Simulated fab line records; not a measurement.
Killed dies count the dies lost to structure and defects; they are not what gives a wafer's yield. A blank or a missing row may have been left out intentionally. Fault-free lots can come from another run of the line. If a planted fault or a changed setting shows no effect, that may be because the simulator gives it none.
The tool behind it: which one?    flow sky130    11 lots with 33 wafers sampled at 3 steps, on a route of 708 steps

== WHAT THE GAUGES READ, wafer by wafer ==
SKY_SD_P_TW_MEAS_11.
lot   measured      on             SD_P_TW
L351  day 24 22:11  film_metro-01  2803 2797 2795
L353  day 26 04:56  film_metro-03  2819 2819 2805
L354  day 26 08:01  film_metro-01  2777 2801 2801
L355  day 26 17:16  film_metro-04  2752 2779 2768
L358  day 28 00:49  film_metro-04  2781 2792 2781
L364  day 29 22:34  film_metro-03  2790 2779 2794
L363  day 30 01:18  film_metro-04  2769 2778 2785
L365  day 30 02:20  film_metro-04  2779 2809 2792
L369  day 31 16:53  film_metro-03  2783 2797 2795
L370  day 31 19:17  film_metro-01  2686 2681 2674 2677 2690 2685
L373  day 32 17:47  film_metro-01  2670 2668 2662 2661 2647 2662

== WHICH TOOL RAN EACH LOT (tool, then ch and the chambers of the sampled wafers, then the start) ==
lot   SKY_SD_P_IMPLANT_09              SKY_SD_P_STRIP_10
L351  implanter-04 ch 0, day 24 21:56  plasma_asher-03 ch 0,1, day 24 22:05
L353  implanter-03 ch 0, day 26 04:41  plasma_asher-01 ch 0,1, day 26 04:50
L354  implanter-04 ch 0, day 26 07:48  plasma_asher-03 ch 0,1, day 26 07:55
L355  implanter-03 ch 0, day 26 17:03  plasma_asher-04 ch 0,1, day 26 17:10
L358  implanter-04 ch 0, day 28 00:34  plasma_asher-04 ch 0,1, day 28 00:43
L364  implanter-04 ch 0, day 29 22:21  plasma_asher-01 ch 0,1, day 29 22:28
L363  implanter-04 ch 0, day 30 01:04  plasma_asher-03 ch 0,1, day 30 01:11
L365  implanter-02 ch 0, day 30 02:06  plasma_asher-03 ch 0,1, day 30 02:14
L369  implanter-03 ch 0, day 31 16:38  plasma_asher-01 ch 0,1, day 31 16:47
L370  implanter-04 ch 0, day 31 19:02  plasma_asher-01 ch 0,1, day 31 19:11
L373  implanter-04 ch 0, day 32 17:32  plasma_asher-04 ch 0,1, day 32 17:41
- SKY_SD_P_IMPLANT_09
- SKY_SD_P_STRIP_10: strips in O2/N2.

== THE ANSWER, worked out from the rows above alone ==
Rule: what is usual is taken from the lots themselves. The widest of any qualifying gaps counts: lots, ordered by their means at a reading, are off when they make up no more than a third of the lots, leave a main group of 4 or more, and stand apart from it by 3 or more times the standard deviation of that group's means. A main group whose means are all the same, to the digits that the tables above print for the reading, isn't used. A lot without any number at a reading at which 4 lots or more have one is off too. Any other lot the step has rows for is counted as sound.
Off: L370, L373, at SKY_SD_P_TW_MEAS_11 (SD_P_TW). The main group has a mean of 2790 with a standard deviation of 13.
A tool fits if, at a process step before that reading, it ran every lot that is off, and no sound lot after the first of them. Those tools and the gauges at SKY_SD_P_TW_MEAS_11 are tried in the same way. Can't be told from this: 2 tools fit, implanter-04 at SKY_SD_P_IMPLANT_09, film_metro-01 at SKY_SD_P_TW_MEAS_11.

== WHAT THE SIMULATOR HAD PUT IN ==
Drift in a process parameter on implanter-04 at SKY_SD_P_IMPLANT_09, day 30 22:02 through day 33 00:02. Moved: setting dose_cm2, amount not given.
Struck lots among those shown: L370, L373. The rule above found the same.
